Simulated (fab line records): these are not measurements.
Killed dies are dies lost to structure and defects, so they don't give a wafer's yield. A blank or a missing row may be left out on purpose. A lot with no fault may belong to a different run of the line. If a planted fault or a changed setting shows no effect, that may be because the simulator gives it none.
2 desks looking at one fault || flow sky130 || what lay behind the numbers comes last; until then each desk has only its own

FROM THE METROLOGY DESK
What the gauges read for every lot (on any tool): the sampled wafers with a number, averaged. If a lot's mean is further than 4 standard deviations from the usual mean, the lot is out of limits and carries the mark OUT (the distance appears in the brackets).
Columns: A = VT_ADJUST_HVTR_TW at SKY_VT_ADJUST_HVTR_TW_MEAS_11, usual 210.4; B = VT_ADJUST_PCH_TW at SKY_VT_ADJUST_PCH_TW_MEAS_10, usual 141.5; C = SONOS_ONO_OXIDATION_THK at SKY_SONOS_ONO_THK_MEAS_01, usual 2.63 nm; D = SONOS_ONO_CVD_04_THK at SKY_SONOS_ONO_THK_MEAS_05, usual 5.80 nm
{"lot": "L588", "first seen here": "day 9 15:58", "A": 211.3, "B": 142.0, "C": 2.65, "D": 5.81}
{"lot": "L589", "first seen here": "day 9 20:48", "A": 207.6, "B": 142.0, "C": 2.70, "D": 6.01}
{"lot": "L595", "first seen here": "day 11 17:24", "A": "116.7 (-67) OUT", "B": 141.7, "C": 2.65, "D": 5.94}
{"lot": "L596", "first seen here": "day 12 01:21", "A": "115.8 (-68) OUT", "B": 142.1, "C": 2.65, "D": 5.64}
{"lot": "L600", "first seen here": "day 13 03:54", "A": 207.7, "B": 140.4, "C": 2.58, "D": 5.87}
{"lot": "L604", "first seen here": "day 14 05:35", "A": 212.1, "B": 140.7, "C": 2.65, "D": 5.75}
{"lot": "L605", "first seen here": "day 14 12:26", "A": 211.7, "B": 142.7, "C": 2.70, "D": 5.81}
{"lot": "L606", "first seen here": "day 14 20:18", "A": 208.7, "B": 140.7, "C": 2.61, "D": 5.81}
{"lot": "L607", "first seen here": "day 15 03:31", "A": 210.8, "B": 141.7, "C": 2.60, "D": 5.97}
{"lot": "L608", "first seen here": "day 15 10:15", "A": 211.0, "B": 141.4, "C": 2.56, "D": 5.64}
{"lot": "L609", "first seen here": "day 15 19:22", "A": 210.8, "B": 140.8, "C": 2.58, "D": 5.75}
{"lot": "L610", "first seen here": "day 16 01:11", "A": 209.7, "B": 141.3, "C": 2.57, "D": 5.72}
{"lot": "L611", "first seen here": "day 16 04:55", "A": 208.1, "B": 141.4, "C": 2.64, "D": 5.85}
Per this desk, out of limits: L595, L596; the first was L595, day 11 17:24 (VT_ADJUST_HVTR_TW at SKY_VT_ADJUST_HVTR_TW_MEAS_11). In limits: L588, L589, L600, L604, L605, L606, L607, L608, L609, L610, L611.

DESK OF THE TOOL OWNER: implanter-02
The tool's own readings at SKY_VT_ADJUST_HVTR_IMPLANT_09: means of the sampled wafers that have a number, for each lot that ran on this tool. If a lot's mean is further than 4 standard deviations from the usual mean, the lot is out of limits and carries the mark OUT (the distance appears in the brackets).
Columns: A = dose-ions-cm2 at SKY_VT_ADJUST_HVTR_IMPLANT_09, usual 2.0999e+12; B = faraday-current-uA at SKY_VT_ADJUST_HVTR_IMPLANT_09, usual 11.85
{"lot": "L595", "first seen here": "day 11 17:10", "A": "2.0913e+11 (-99 or more) OUT", "B": "1.18 (-44) OUT"}
{"lot": "L596", "first seen here": "day 12 01:07", "A": "2.1073e+11 (-99 or more) OUT", "B": "1.19 (-44) OUT"}
{"lot": "L606", "first seen here": "day 14 20:04", "A": 2.1002e+12, "B": 11.95}
{"lot": "L607", "first seen here": "day 15 03:16", "A": 2.1002e+12, "B": 11.82}
{"lot": "L608", "first seen here": "day 15 10:01", "A": 2.1028e+12, "B": 11.95}
{"lot": "L609", "first seen here": "day 15 19:05", "A": 2.1015e+12, "B": 11.77}
{"lot": "L610", "first seen here": "day 16 00:56", "A": 2.1011e+12, "B": 11.83}
This desk's finding: out of limits on L595, L596; first on L595, day 11 17:10 (dose-ions-cm2 at SKY_VT_ADJUST_HVTR_IMPLANT_09). In limits: L606, L607, L608, L609, L610.

BROUGHT TOGETHER
An alarm could have come from the tool owner's desk at day 11 17:10, on L595, L596.
An alarm was possible from the metrology desk at day 11 17:24, on L595, L596.
Of the lots named, all ran SKY_VT_ADJUST_HVTR_IMPLANT_09 on implanter-02.

WHAT THE SIMULATOR HAD PUT IN
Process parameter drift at SKY_VT_ADJUST_HVTR_IMPLANT_09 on implanter-02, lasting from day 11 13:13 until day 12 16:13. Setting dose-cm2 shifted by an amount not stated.
Lots struck among those shown: L595, L596.
Hours from the fault's start to each desk's first reading out of limits: the tool owner's desk, 4; the metrology desk, 4.
